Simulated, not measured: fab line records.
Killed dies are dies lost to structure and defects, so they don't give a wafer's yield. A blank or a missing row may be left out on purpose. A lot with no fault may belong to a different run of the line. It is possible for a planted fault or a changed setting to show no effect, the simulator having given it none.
Struck lot and sound lot, side by side ; flow gf180mcu ; 14 out of 602 route steps
Sound: wafers L220.3, L220.5, L220.6. Wafers struck: L238.2, L238.3, L238.4. The cause comes at the end.
For every step that has rows: the tool of each side, followed by ch and its chambers, followed by its first start. Under that, the readings that differ: sound wafers ; struck wafers ; difference of the means ; sigmas: that difference in standard deviations of wafers without a fault.
alike: readings whose means differ by less than 2 such deviations, and words and numbers that are the same on both sides. not compared: withheld readings, readings that some wafer has no value for, bounds like >300 that may hide the same value, and numbers for which the record gives no deviation and whose values overlap.
A row with sigmas, a row that says differs or no value, or rows on one side alone: a step with any of these is where the two part. When numbers do not overlap yet have no deviation, they are printed without sigmas and do not part them. Lack of a reading on every wafer of one side parts them only where that side has two or more wafers.

GF_HV_LDD_RS_MEAS_53: measurement is done with a four-point probe.
  struck on filmMetro-03, day 18 15:04; sound on filmMetro-02, day 12 17:46
reading;sound;struck;difference;sigmas
HV_LDD_RS (ohm/sq);420.9 420.6 420.4;417.3 415.3 417.2;-4.0;-3
then, 1 step without rows for these wafers: GF_HV_LDD_CVD_54 (deposits SiO2 from TEOS, target thk 10 nm, time 75 s).
GF_HV_LDD_THK_MEAS_55:
  struck on filmMetro-02, day 18 16:19; sound on filmMetro-01, day 12 18:53
  alike: HV_LDD_CVD_54_THK
then, 1 step without rows for these wafers: GF_HV_LDD_CVD_56 (deposits Si3N4 from DCS/NH3, target thk 90 nm, time 1543 s).
GF_HV_LDD_THK_MEAS_57:
  struck on filmMetro-03, day 18 18:26; sound on filmMetro-02, day 12 21:21
  alike: HV_LDD_CVD_56_THK
GF_HV_LDD_ETCHBACK_58: etches Si3N4 in CH3F/O2, stops on SiO2, time 100 s, target depth 90 nm.
  sound on rieDiel-03 ch 1,2,3, day 12 21:23; struck on rieDiel-03 ch 0,1,2, day 18 18:29
  alike: drypumpMotorCurrentA, oesProductAu, throttleValvePct
  not compared: rfHoursCounterH
then, 6 steps without rows for these wafers: GF_NSD_DEHYDRATE_00 (time 60 s); GF_NSD_HMDS_01 (prime time 60 s); GF_NSD_COAT_02 (resist thk 1000 nm); GF_NSD_SOFTBAKE_03 (time 60 s); GF_NSD_EXPOSE_04 (exposes mask Nplus, target cd 400 nm); GF_NSD_PEB_05.
GF_NSD_DEVELOP_06: develop time 60 s.
  struck on lithoTrack-04, day 19 18:32; sound on lithoTrack-04 ch 0, day 13 16:46
  no value came back on the struck wafers for chillPlateTempC (C), developTimeS (s); on the sound wafers chillPlateTempC (C) reads 23.05 22.99 23.09
GF_NSD_CD_MEAS_07 targets a cd of 400 nm.
  struck on cdSem-02, day 19 18:41; sound on cdSem-01, day 13 16:54
reading;sound;struck;difference;sigmas
cdNm (nm);397.7 399.2 397.3;- - -;no value on the struck wafers;

WHERE THEY PART
Earliest at GF_HV_LDD_RS_MEAS_53; latest, in this record, at GF_NSD_CD_MEAS_07.

WHY: what the simulator had put in
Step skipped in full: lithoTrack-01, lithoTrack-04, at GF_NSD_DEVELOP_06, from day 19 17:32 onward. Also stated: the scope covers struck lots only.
